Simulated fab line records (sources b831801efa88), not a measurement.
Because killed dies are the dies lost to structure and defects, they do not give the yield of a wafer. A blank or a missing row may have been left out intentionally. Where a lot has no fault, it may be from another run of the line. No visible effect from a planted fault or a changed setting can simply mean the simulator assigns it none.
Problem report, 8D (eight disciplines) form, completed by code -- flow sky130 -- the parts of the form that need people (team, actions taken, sign-off) are left out

1. PROBLEM STATEMENT
runLengthS at SKY_CONTACT_ETCH_16 reads a mean of 76.69 s on 6 wafers of 2 lots; wafers without a fault read 74.14 s with a standard deviation of 0.28. Relative to the usual mean, that is a shift of +9.1 standard deviations.
The step: etches BARC in N2/H2, stops on SiO2, time 45.9 s, target depth 60 nm.
Earliest sighting: wafer L243.3 on rieDiel-02 at day 37 14:02. The record holds 18 wafers of 6 lots with a number at this step. The rule behind "out" and "out of limits": a value lying over 4 standard deviations away from the usual mean. The other wafers with a number count as sound.

2. WHAT IT IS, AND WHAT IT ISN'T
question,is,is not
which readings at this step,runLengthS,"drypumpMotorCurrentA, n2FlowSccm"
which lots,"L243, L245","L226, L228, L246, L247"
which wafers of those lots,all that have a number,-
read on which tools,rieDiel-02,"rieDiel-01, rieDiel-04"
when,from day 37 14:02,"up to then (6 sound wafers); but 6 sound wafers of L246, L247 came after"

3. SUSPECTS, AND WHAT RULES EACH OUT
Counting: any tool at a process step up to the reading is kept as a suspect provided that every lot that is out went through it and no sound lot did after the first of them.
- rieDiel-02 at SKY_CONTACT_ETCH_16 (etches BARC in N2/H2, stops on SiO2, time 45.9 s, target depth 60 nm): kept. It processed each lot that is out, first L243 at day 37 14:02, and no sound lot thereafter; up to then, the last sound lot it processed was L228 at day 32 13:46. Its own runLengthS readings are out on those wafers.
After counting, what remains is rieDiel-02 at SKY_CONTACT_ETCH_16.

4. THE CAUSE (what the simulator had put in)
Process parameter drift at SKY_CONTACT_ETCH_16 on rieDiel-02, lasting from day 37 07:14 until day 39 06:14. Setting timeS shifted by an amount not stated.
The count eliminated every tool but this one.

5. SEQUENCE OF EFFECTS, ordered by route
Each row: a reading where the mean over the struck wafers with a number is more than 3 standard deviations away from the usual. Readings are gone through only where the record gives a usual standard deviation; hours: the median, over the lots, of the time from a lot's start at the first step in this table giving one to that lot's start at this step; sigmas: the change measured in usual standard deviations.
hours,step,reading,usual,on struck wafers,change,sigmas
0,SKY_CONTACT_ETCH_16,oesProductAu,0.855 a.u.,0.835,-0.020,-4.2
0,SKY_CONTACT_ETCH_16,runLengthS,74.14 s,76.69,+2.55,+9.1
It contains these process steps:
- SKY_CONTACT_ETCH_16: etches BARC in N2/H2, stops on SiO2, time 45.9 s, target depth 60 nm.

6. WHAT WOULD HAVE CAUGHT IT SOONER
First out-of-limits reading in this record: day 37 14:02, which is 7 hours after fault onset at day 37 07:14.
